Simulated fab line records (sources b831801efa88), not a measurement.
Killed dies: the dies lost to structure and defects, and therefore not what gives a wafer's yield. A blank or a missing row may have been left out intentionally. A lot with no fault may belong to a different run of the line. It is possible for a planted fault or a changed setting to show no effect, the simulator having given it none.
Which of the tools did it? -- flow sky130 -- 36 wafers from 12 lots sampled at 6 of the route's 708 steps

## WHAT THE GAUGES READ, wafer by wafer
SKY_METAL5_RS_MEAS_05: measures by four-point-probe.
lot,measured,on,METAL5_ALCU_RS (ohm/sq)
L075,day 43 12:01,film_metro-03,0.0266 0.0275 0.0266
L077,day 43 21:26,film_metro-04,0.0267 0.0270 0.0270
L079,day 45 00:03,film_metro-02,0.0271 0.0274 0.0268
L081,day 45 05:44,film_metro-02,0.0271 0.0275 0.0278
L083,day 45 19:43,film_metro-02,0.0275 0.0269 0.0265
L086,day 46 11:50,film_metro-04,0.0273 0.0270 0.0272
L087,day 47 08:58,film_metro-04,0.0276 0.0273 0.0272
L089,day 47 02:10,film_metro-03,0.0274 0.0274 0.0275
L091,day 48 01:02,film_metro-03,0.0270 0.0271 0.0270
L093,day 48 07:44,film_metro-04,0.0274 0.0274 0.0272
L095,day 48 13:01,film_metro-04,0.0271 0.0274 0.0273
L096,day 49 00:08,film_metro-03,0.0272 0.0270 0.0272

## WHAT TOOL EACH LOT RAN ON (gives the tool, then ch and the chambers of the sampled wafers, and finally the start)
lot,SKY_GATE_OXIDE_STRIP_13,SKY_LOCAL_INTERCONNECT_METAL_ETCH_14,SKY_VIA2_CMP_02,SKY_VIA2_CVD_21,SKY_METAL5_SPUTTER_01
L075,"plasma_asher-03 ch 0,1, day 14 02:28","rie_metal-03 ch 0,1, day 30 17:18","cmp-01 ch 0,1,3, day 35 23:13","cvd_w-02 ch 0,1, day 36 22:59","pvd_sputter-04, day 43 11:52"
L077,"plasma_asher-04 ch 0,1, day 14 22:40","rie_metal-01 ch 0,1, day 31 07:47","cmp-01 ch 1,2,3, day 36 12:45","cvd_w-01 ch 0,1, day 37 14:21","pvd_sputter-02, day 43 21:17"
L079,"plasma_asher-01 ch 0,1, day 15 14:39","rie_metal-03 ch 0,1, day 32 15:44","cmp-02 ch 1,2,3, day 37 17:44","cvd_w-01 ch 0,1, day 38 20:46","pvd_sputter-02, day 44 23:54"
L081,"plasma_asher-03 ch 0,1, day 16 02:27","rie_metal-04 ch 0,1, day 32 16:05","cmp-02 ch 0,1,2, day 37 19:07","cvd_w-01 ch 0,1, day 38 21:16","pvd_sputter-04, day 45 05:35"
L083,"plasma_asher-01 ch 0,1, day 17 04:07","rie_metal-03 ch 0,1, day 33 15:14","cmp-02 ch 1,2, day 38 15:48","cvd_w-01 ch 0,1, day 39 17:32","pvd_sputter-04, day 45 19:34"
L086,"plasma_asher-01 ch 0,1, day 18 05:22","rie_metal-01 ch 0,1, day 34 11:46","cmp-02 ch 0,2, day 39 05:48","cvd_w-02 ch 0,1, day 40 08:02","pvd_sputter-01, day 46 11:40"
L087,"plasma_asher-04 ch 0,1, day 18 16:12","rie_metal-03 ch 0, day 35 21:34","cmp-02 ch 0,1,2, day 40 09:04","cvd_w-01 ch 0,1, day 41 10:25","pvd_sputter-01, day 47 08:50"
L089,"plasma_asher-01 ch 0,1, day 18 23:12","rie_metal-03 ch 0,1, day 35 20:07","cmp-02 ch 0,1,2, day 40 03:07","cvd_w-01 ch 0,1, day 41 04:14","pvd_sputter-02, day 47 02:01"
L091,"plasma_asher-01 ch 0,1, day 19 21:13","rie_metal-04 ch 1, day 36 18:57","cmp-02 ch 0,3, day 41 04:26","cvd_w-02 ch 0,1, day 42 06:47","pvd_sputter-02, day 48 00:54"
L093,"plasma_asher-04 ch 0,1, day 20 16:54","rie_metal-04 ch 0,1, day 36 21:07","cmp-01 ch 1,2,3, day 41 10:21","cvd_w-02 ch 0,1, day 42 11:36","pvd_sputter-01, day 48 07:34"
L095,"plasma_asher-04 ch 0,1, day 21 09:50","rie_metal-03 ch 0,1, day 37 14:49","cmp-01 ch 0,1,2, day 41 22:48","cvd_w-01 ch 0,1, day 42 23:42","pvd_sputter-02, day 48 12:52"
L096,"plasma_asher-03 ch 0,1, day 21 17:03","rie_metal-03 ch 1, day 37 22:47","cmp-01 ch 0,1,2, day 42 10:30","cvd_w-01 ch 0,1, day 43 11:16","pvd_sputter-04, day 48 23:59"
- SKY_GATE_OXIDE_STRIP_13: strips in O2/N2.
- SKY_LOCAL_INTERCONNECT_METAL_ETCH_14: etches TiN in Cl2/BCl3, stops on PSG, target depth 110 nm, time 31.4 s.
- SKY_VIA2_CMP_02: polishes SiO2.
- SKY_VIA2_CVD_21: deposits W, target thk 420 nm, time 126.4 s.
- SKY_METAL5_SPUTTER_01: material TiN, target thk 20 nm, time 16.7 s.

## THE ANSWER, worked out from the rows above alone
Rule: the usual values come from the lots themselves. Put in order of their means at a reading, lots are off if they are a third of the lots or fewer, leave a main group of 4 or more, and stand apart from it by a gap of 3 or more times the standard deviation of the main group's means; of several such gaps the widest counts. Not used: any main group whose means are identical at the precision the tables above print for the reading. Also off: a lot with no number at a reading for which 4 or more lots have one. Where the step has rows for the other lots, those lots are counted as sound.
Nothing can be told from this: no lot is off at any reading shown.

## WHAT WAS PUT IN BY THE SIMULATOR
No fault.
